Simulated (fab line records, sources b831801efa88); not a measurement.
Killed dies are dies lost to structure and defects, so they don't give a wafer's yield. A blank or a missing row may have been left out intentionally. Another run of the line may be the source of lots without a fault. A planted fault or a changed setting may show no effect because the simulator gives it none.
Which tool was responsible? :: flow gf180mcu :: Sampling: 13 lots, 39 wafers, 5 of 602 route steps

## WHAT EACH GAUGE READ, for each wafer
GF_VT_IMPLANT_OVL_MEAS_29. Usual: VT_IMPLANT_02_OVL 0.3 nm, standard deviation 1.1.
lot: L633
measured: day 6 19:56
on: overlay-01
VT_IMPLANT_02_OVL (nm): -1.3 -0.1 -1.2
flag: 

lot: L634
measured: day 7 00:14
on: overlay-01
VT_IMPLANT_02_OVL (nm): 0.2 0.6 1.4
flag: 

lot: L635
measured: day 7 09:26
on: overlay-01
VT_IMPLANT_02_OVL (nm): -1.1 -1.7 -1.5
flag: 

lot: L636
measured: day 7 15:35
on: overlay-02
VT_IMPLANT_02_OVL (nm): -0.8 1.0 0.2
flag: 

lot: L637
measured: day 7 21:59
on: overlay-01
VT_IMPLANT_02_OVL (nm): 1.4 2.0 1.8
flag: 

lot: L643
measured: day 9 12:08
on: overlay-02
VT_IMPLANT_02_OVL (nm): -0.9 -1.3 -0.4
flag: 

lot: L645
measured: day 9 22:51
on: overlay-01
VT_IMPLANT_02_OVL (nm): -1.0 1.4 1.8
flag: 

lot: L648
measured: day 11 00:41
on: overlay-02
VT_IMPLANT_02_OVL (nm): 0.2 1.0 1.1
flag: 

lot: L649
measured: day 11 05:53
on: overlay-02
VT_IMPLANT_02_OVL (nm): -0.7 0.4 0.8
flag: 

lot: L651
measured: day 11 18:44
on: overlay-02
VT_IMPLANT_02_OVL (nm): 1.0 0.4 0.2
flag: 

lot: L653
measured: day 12 05:20
on: overlay-01
VT_IMPLANT_02_OVL (nm): 0.3 0.6 0.4
flag: 

lot: L655
measured: day 13 07:41
on: overlay-01
VT_IMPLANT_02_OVL (nm): 1.3 0.3 0.2
flag: 

lot: L656
measured: day 13 09:44
on: overlay-02
VT_IMPLANT_02_OVL (nm): 1.4 2.1 1.1
flag: 

GF_VT_IMPLANT_RS_MEAS_46: the measuring method here is four-point-probe. Usual: MVSD_RS 455.7 ohm/sq, standard deviation 1.1.
lot: L633
measured: day 7 12:11
on: film_metro-01
MVSD_RS (ohm/sq): 456.6 457.5 456.9
flag: 

lot: L634
measured: day 7 15:51
on: film_metro-04
MVSD_RS (ohm/sq): 456.8 456.6 457.7
flag: 

lot: L635
measured: day 8 01:00
on: film_metro-04
MVSD_RS (ohm/sq): 457.9 456.4 458.9
flag: 

lot: L636
measured: day 8 07:35
on: film_metro-02
MVSD_RS (ohm/sq): 455.5 455.6 455.2
flag: 

lot: L637
measured: day 8 14:29
on: film_metro-04
MVSD_RS (ohm/sq): 456.0 455.9 456.1
flag: 

lot: L643
measured: day 10 05:56
on: film_metro-04
MVSD_RS (ohm/sq): 455.6 455.5 457.1
flag: 

lot: L645
measured: day 10 16:55
on: film_metro-04
MVSD_RS (ohm/sq): 454.9 454.5 455.4
flag: 

lot: L648
measured: day 11 19:56
on: film_metro-01
MVSD_RS (ohm/sq): 457.0 455.9 457.9
flag: 

lot: L649
measured: day 12 01:46
on: film_metro-01
MVSD_RS (ohm/sq): 455.0 455.9 454.7
flag: 

lot: L651
measured: day 12 15:08
on: film_metro-01
MVSD_RS (ohm/sq): 457.0 456.8 454.4
flag: 

lot: L653
measured: day 13 01:41
on: film_metro-01
MVSD_RS (ohm/sq): 455.4 455.1 456.2
flag: 

lot: L655
measured: day 14 04:14
on: film_metro-01
MVSD_RS (ohm/sq): 455.7 454.9 455.0
flag: 

lot: L656
measured: day 14 06:53
on: film_metro-04
MVSD_RS (ohm/sq): 457.1 457.0 456.0
flag: 

GF_POLY_GATE_CD_MEAS_10: the cd target is 280 nm. Usual: cd_nm at 279.7 nm, with a standard deviation of 1.3.
lot: L633
measured: day 9 06:47
on: cd_sem-02
cd_nm (nm): 281.1 280.4 279.9
flag: 

lot: L634
measured: day 9 08:20
on: cd_sem-02
cd_nm (nm): 279.5 280.1 280.0
flag: 

lot: L635
measured: day 9 15:43
on: cd_sem-02
cd_nm (nm): 278.7 278.5 279.1
flag: 

lot: L636
measured: day 10 02:55
on: cd_sem-02
cd_nm (nm): 278.0 277.9 279.1
flag: 

lot: L637
measured: day 10 08:14
on: cd_sem-02
cd_nm (nm): 279.4 280.9 280.6
flag: 

lot: L643
measured: day 12 00:35
on: cd_sem-02
cd_nm (nm): 272.7 271.1 270.9 272.6 271.2 271.3
flag: OFF

lot: L645
measured: day 12 12:28
on: cd_sem-01
cd_nm (nm): 274.4 273.6 273.7 274.2 273.8 273.3
flag: OFF

lot: L648
measured: day 13 16:19
on: cd_sem-01
cd_nm (nm): 279.5 278.8 279.4
flag: 

lot: L649
measured: day 13 22:32
on: cd_sem-02
cd_nm (nm): 281.6 280.7 281.5
flag: 

lot: L651
measured: day 14 15:47
on: cd_sem-02
cd_nm (nm): 280.5 280.1 280.5
flag: 

lot: L653
measured: day 15 02:43
on: cd_sem-02
cd_nm (nm): 279.6 278.6 280.3
flag: 

lot: L655
measured: day 16 06:40
on: cd_sem-01
cd_nm (nm): 279.7 279.9 279.5
flag: 

lot: L656
measured: day 16 09:46
on: cd_sem-01
cd_nm (nm): 277.7 278.5 278.4
flag: 

GF_HV_LDD_CD_MEAS_07: the cd target is 400 nm. Usual: cd_nm at 399.7 nm, with a standard deviation of 2.3.
lot: L633
measured: day 10 03:32
on: cd_sem-02
cd_nm (nm): 397.9 400.6 400.8
flag: 

lot: L634
measured: day 10 03:57
on: cd_sem-01
cd_nm (nm): 400.7 403.3 400.9
flag: 

lot: L635
measured: day 10 11:53
on: cd_sem-02
cd_nm (nm): 402.6 400.9 400.3
flag: 

lot: L636
measured: day 10 23:14
on: cd_sem-02
cd_nm (nm): 400.4 403.2 400.2
flag: 

lot: L637
measured: day 11 03:53
on: cd_sem-01
cd_nm (nm): 406.6 404.8 405.6
flag: 

lot: L643
measured: day 12 21:02
on: cd_sem-02
cd_nm (nm): 398.5 397.0 399.4
flag: 

lot: L645
measured: day 13 10:07
on: cd_sem-01
cd_nm (nm): 400.9 400.0 398.8
flag: 

lot: L648
measured: day 14 18:47
on: cd_sem-01
cd_nm (nm): 396.9 398.9 398.0
flag: 

lot: L649
measured: day 15 01:33
on: cd_sem-02
cd_nm (nm): 398.1 395.9 397.6
flag: 

lot: L651
measured: day 15 15:28
on: cd_sem-02
cd_nm (nm): 400.7 400.0 400.3
flag: 

lot: L653
measured: day 16 03:22
on: cd_sem-02
cd_nm (nm): 399.8 395.8 398.4
flag: 

lot: L655
measured: day 17 07:13
on: cd_sem-01
cd_nm (nm): 398.5 398.1 397.3
flag: 

lot: L656
measured: day 17 10:17
on: cd_sem-02
cd_nm (nm): 399.0 398.8 396.9
flag: 

## WHICH TOOL RAN EACH LOT (tool, then ch and the chambers of the sampled wafers, then the start)
lot: L633
GF_POLY_GATE_SOFTBAKE_06: litho_track-02 ch 0, day 8 22:00

lot: L634
GF_POLY_GATE_SOFTBAKE_06: litho_track-04 ch 0, day 9 00:00

lot: L635
GF_POLY_GATE_SOFTBAKE_06: litho_track-01 ch 0, day 9 07:00

lot: L636
GF_POLY_GATE_SOFTBAKE_06: litho_track-02 ch 0, day 9 18:00

lot: L637
GF_POLY_GATE_SOFTBAKE_06: litho_track-02 ch 0, day 9 23:00

lot: L643
GF_POLY_GATE_SOFTBAKE_06: litho_track-02 ch 0, day 11 14:00

lot: L645
GF_POLY_GATE_SOFTBAKE_06: litho_track-02 ch 0, day 12 02:00

lot: L648
GF_POLY_GATE_SOFTBAKE_06: litho_track-04 ch 0, day 13 06:00

lot: L649
GF_POLY_GATE_SOFTBAKE_06: litho_track-04 ch 0, day 13 12:00

lot: L651
GF_POLY_GATE_SOFTBAKE_06: litho_track-04 ch 0, day 14 06:00

lot: L653
GF_POLY_GATE_SOFTBAKE_06: litho_track-01 ch 0, day 14 15:00

lot: L655
GF_POLY_GATE_SOFTBAKE_06: litho_track-04 ch 0, day 15 19:00

lot: L656
GF_POLY_GATE_SOFTBAKE_06: litho_track-02 ch 0, day 15 23:00
- GF_POLY_GATE_SOFTBAKE_06: time 60 s.

## AS READ BY THE TOOLS THEMSELVES (means over the sampled wafers that have a number; for cases with no such wafer, the mark the record gives instead)
GF_POLY_GATE_SOFTBAKE_06. Usual: heater_power_total_W 93.05 W, standard deviation 0.053; plate_temp_C 130.00 C, standard deviation 0.13.
lot: L633
tool: litho_track-02
heater_power_total_W (W): 93.02
plate_temp_C (C): 130.21
flag: 

lot: L634
tool: litho_track-04
heater_power_total_W (W): 93.07
plate_temp_C (C): 129.90
flag: 

lot: L635
tool: litho_track-01
heater_power_total_W (W): 93.04
plate_temp_C (C): 130.01
flag: 

lot: L636
tool: litho_track-02
heater_power_total_W (W): 93.06
plate_temp_C (C): 130.11
flag: 

lot: L637
tool: litho_track-02
heater_power_total_W (W): 93.10
plate_temp_C (C): 129.94
flag: 

lot: L643
tool: litho_track-02
heater_power_total_W (W): 95.45
plate_temp_C (C): 132.69
flag: OFF

lot: L645
tool: litho_track-02
heater_power_total_W (W): 95.50
plate_temp_C (C): 132.59
flag: OFF

lot: L648
tool: litho_track-04
heater_power_total_W (W): 93.03
plate_temp_C (C): 129.89
flag: 

lot: L649
tool: litho_track-04
heater_power_total_W (W): 93.05
plate_temp_C (C): 130.02
flag: 

lot: L651
tool: litho_track-04
heater_power_total_W (W): 93.05
plate_temp_C (C): 129.98
flag: 

lot: L653
tool: litho_track-01
heater_power_total_W (W): 93.08
plate_temp_C (C): 130.03
flag: 

lot: L655
tool: litho_track-04
heater_power_total_W (W): 93.00
plate_temp_C (C): 129.86
flag: 

lot: L656
tool: litho_track-02
heater_power_total_W (W): 93.10
plate_temp_C (C): 130.06
flag: 

## THE ANSWER, worked out from the rows above alone
Rule: take the mean of a lot's wafers that have a number; if it is more than 3 standard deviations from the usual mean, the lot is off. Also off: a lot with no number at a reading for which 4 or more lots have one. The other lots that the step has rows for count as sound. First the gauges in route order, then the tools' own readings, where a lot's mean is used as printed above. At the first step where some lot is off, the reading lying furthest off is the one used; lots without a number count as furthest.
Off at GF_POLY_GATE_CD_MEAS_10 (cd_nm): L643, L645.
A tool fits if, at a process step before that reading, it ran every lot that is off, and no sound lot after the first of them. Not tried: the gauges at GF_POLY_GATE_CD_MEAS_10; whatever is off there is also off at GF_POLY_GATE_SOFTBAKE_06, on other tools, and gauge error can't account for it. None of those tried fits.

## WHAT HAD BEEN PUT IN BY THE SIMULATOR
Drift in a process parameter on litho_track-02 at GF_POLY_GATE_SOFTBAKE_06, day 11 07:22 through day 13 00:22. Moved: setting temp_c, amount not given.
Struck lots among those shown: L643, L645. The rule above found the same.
